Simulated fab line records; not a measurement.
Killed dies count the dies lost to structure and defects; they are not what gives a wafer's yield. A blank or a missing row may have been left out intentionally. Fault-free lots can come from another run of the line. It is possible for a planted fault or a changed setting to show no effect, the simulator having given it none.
Which tool was responsible? :: flow gf180mcu :: 12 lots with 36 wafers sampled at 2 steps, on a route of 602 steps

## WHAT EACH GAUGE READ, for each wafer
GF_DUAL_GATE_THK_MEAS_03. Usual: DUAL_GATE_OXIDATION_00_THK gives 10.92 nm (standard deviation 0.22).
lot: L252
measured: day 7 23:17
on: filmMetro-04
DUAL_GATE_OXIDATION_00_THK (nm): 11.30 11.14 11.15
flag: 

lot: L253
measured: day 8 05:47
on: filmMetro-03
DUAL_GATE_OXIDATION_00_THK (nm): 10.40 10.62 10.58
flag: 

lot: L259
measured: day 10 02:14
on: filmMetro-02
DUAL_GATE_OXIDATION_00_THK (nm): 11.14 11.11 10.88
flag: 

lot: L260
measured: day 10 10:11
on: filmMetro-04
DUAL_GATE_OXIDATION_00_THK (nm): 10.99 10.99 11.09
flag: 

lot: L262
measured: day 10 21:58
on: filmMetro-02
DUAL_GATE_OXIDATION_00_THK (nm): 10.70 10.90 10.87
flag: 

lot: L266
measured: day 11 20:55
on: filmMetro-03
DUAL_GATE_OXIDATION_00_THK (nm): 10.90 11.05 11.04
flag: 

lot: L267
measured: day 12 03:56
on: filmMetro-02
DUAL_GATE_OXIDATION_00_THK (nm): 11.30 11.06 11.25
flag: 

lot: L270
measured: day 12 23:58
on: filmMetro-03
DUAL_GATE_OXIDATION_00_THK (nm): 10.56 10.50 10.45
flag: 

lot: L271
measured: day 13 11:03
on: filmMetro-02
DUAL_GATE_OXIDATION_00_THK (nm): 10.96 11.19 10.70
flag: 

lot: L272
measured: day 13 16:09
on: filmMetro-02
DUAL_GATE_OXIDATION_00_THK (nm): 10.58 10.39 10.57
flag: 

lot: L273
measured: day 13 19:57
on: filmMetro-03
DUAL_GATE_OXIDATION_00_THK (nm): 11.13 11.16 10.97
flag: 

lot: L274
measured: day 14 04:35
on: filmMetro-02
DUAL_GATE_OXIDATION_00_THK (nm): 10.99 11.06 10.82
flag: 

## EACH LOT AND THE TOOL THAT RAN IT (in order: tool; ch and the chambers of the sampled wafers; start)
lot: L252
GF_DNWELL_STRIP_08: plasmaAsher-03 ch 0,1, day 3 00:56

lot: L253
GF_DNWELL_STRIP_08: plasmaAsher-03 ch 0,1, day 3 04:28

lot: L259
GF_DNWELL_STRIP_08: plasmaAsher-01 ch 0, day 4 16:15

lot: L260
GF_DNWELL_STRIP_08: plasmaAsher-01 ch 0,1, day 5 00:11

lot: L262
GF_DNWELL_STRIP_08: plasmaAsher-03 ch 0,1, day 5 06:52

lot: L266
GF_DNWELL_STRIP_08: plasmaAsher-01 ch 0,1, day 6 03:16

lot: L267
GF_DNWELL_STRIP_08: plasmaAsher-03 ch 0,1, day 6 07:31

lot: L270
GF_DNWELL_STRIP_08: plasmaAsher-01 ch 0,1, day 6 23:13

lot: L271
GF_DNWELL_STRIP_08: plasmaAsher-01 ch 0,1, day 7 07:10

lot: L272
GF_DNWELL_STRIP_08: plasmaAsher-02 ch 0,1, day 7 10:22

lot: L273
GF_DNWELL_STRIP_08: plasmaAsher-01 ch 0,1, day 7 14:04

lot: L274
GF_DNWELL_STRIP_08: plasmaAsher-02 ch 0,1, day 7 20:48
- GF_DNWELL_STRIP_08: strips in O2/N2.

## AS READ BY THE TOOLS THEMSELVES (means over the sampled wafers that have a number; for cases with no such wafer, the mark the record gives instead)
GF_DNWELL_STRIP_08. Usual: drypumpMotorCurrentA 5.7 A, standard deviation 0.38; heaterPowerW 329 W, standard deviation 28; n2FlowSccm 300.0 sccm, standard deviation 0.96; o2FlowSccm 3000 sccm, standard deviation 8.3; oesProductAu 0.723 a.u., standard deviation 0.0042; stripTimeToEndpointS 36.93 s, standard deviation 0.097.
lot: L252
tool: plasmaAsher-03
drypumpMotorCurrentA (A): 5.9
heaterPowerW (W): 303
n2FlowSccm (sccm): 299.4
o2FlowSccm (sccm): 2992
oesProductAu (a.u.): 0.719
stripTimeToEndpointS (s): 36.99
flag: 

lot: L253
tool: plasmaAsher-03
drypumpMotorCurrentA (A): 6.1
heaterPowerW (W): 307
n2FlowSccm (sccm): 300.8
o2FlowSccm (sccm): 2999
oesProductAu (a.u.): 0.725
stripTimeToEndpointS (s): 37.00
flag: 

lot: L259
tool: plasmaAsher-01
drypumpMotorCurrentA (A): 5.2
heaterPowerW (W): 326
n2FlowSccm (sccm): 301.0
o2FlowSccm (sccm): 3002
oesProductAu (a.u.): 0.726
stripTimeToEndpointS (s): 36.86
flag: 

lot: L260
tool: plasmaAsher-01
drypumpMotorCurrentA (A): 5.7
heaterPowerW (W): 338
n2FlowSccm (sccm): 300.6
o2FlowSccm (sccm): 2999
oesProductAu (a.u.): 0.725
stripTimeToEndpointS (s): 36.83
flag: 

lot: L262
tool: plasmaAsher-03
drypumpMotorCurrentA (A): 5.9
heaterPowerW (W): 303
n2FlowSccm (sccm): 300.5
o2FlowSccm (sccm): 2994
oesProductAu (a.u.): 0.723
stripTimeToEndpointS (s): 36.83
flag: 

lot: L266
tool: plasmaAsher-01
drypumpMotorCurrentA (A): 5.5
heaterPowerW (W): 332
n2FlowSccm (sccm): 300.2
o2FlowSccm (sccm): 2999
oesProductAu (a.u.): 0.728
stripTimeToEndpointS (s): 36.95
flag: 

lot: L267
tool: plasmaAsher-03
drypumpMotorCurrentA (A): 6.1
heaterPowerW (W): 310
n2FlowSccm (sccm): 300.0
o2FlowSccm (sccm): 3009
oesProductAu (a.u.): 0.722
stripTimeToEndpointS (s): 36.93
flag: 

lot: L270
tool: plasmaAsher-01
drypumpMotorCurrentA (A): 5.5
heaterPowerW (W): 333
n2FlowSccm (sccm): 300.9
o2FlowSccm (sccm): 2993
oesProductAu (a.u.): 0.722
stripTimeToEndpointS (s): 36.84
flag: 

lot: L271
tool: plasmaAsher-01
drypumpMotorCurrentA (A): 5.7
heaterPowerW (W): 340
n2FlowSccm (sccm): 300.1
o2FlowSccm (sccm): 3000
oesProductAu (a.u.): 0.727
stripTimeToEndpointS (s): 36.89
flag: 

lot: L272
tool: plasmaAsher-02
drypumpMotorCurrentA (A): 5.8
heaterPowerW (W): 332
n2FlowSccm (sccm): 299.8
o2FlowSccm (sccm): 3005
oesProductAu (a.u.): 0.722
stripTimeToEndpointS (s): 36.96
flag: 

lot: L273
tool: plasmaAsher-01
drypumpMotorCurrentA (A): 5.5
heaterPowerW (W): 335
n2FlowSccm (sccm): 299.6
o2FlowSccm (sccm): 3000
oesProductAu (a.u.): 0.722
stripTimeToEndpointS (s): 36.96
flag: 

lot: L274
tool: plasmaAsher-02
drypumpMotorCurrentA (A): 5.6
heaterPowerW (W): 362
n2FlowSccm (sccm): 299.9
o2FlowSccm (sccm): 3000
oesProductAu (a.u.): 0.723
stripTimeToEndpointS (s): 37.13
flag: 

## THE ANSWER, worked out from the rows above alone
Rule: a lot is off if the mean of its wafers that have a number lies more than 3 standard deviations from the usual mean. A lot without any number at a reading at which 4 lots or more have one is off too. Where the step has rows for the other lots, those lots are counted as sound. After the gauges, taken in route order, come the tools' own readings; for these a lot's mean is taken, as printed above. At the first step where some lot is off, the reading lying furthest off is the one used; lots without a number count as furthest.
Nothing can be told from this: no lot is off at any reading shown.

## WHAT THE SIMULATOR PUT IN
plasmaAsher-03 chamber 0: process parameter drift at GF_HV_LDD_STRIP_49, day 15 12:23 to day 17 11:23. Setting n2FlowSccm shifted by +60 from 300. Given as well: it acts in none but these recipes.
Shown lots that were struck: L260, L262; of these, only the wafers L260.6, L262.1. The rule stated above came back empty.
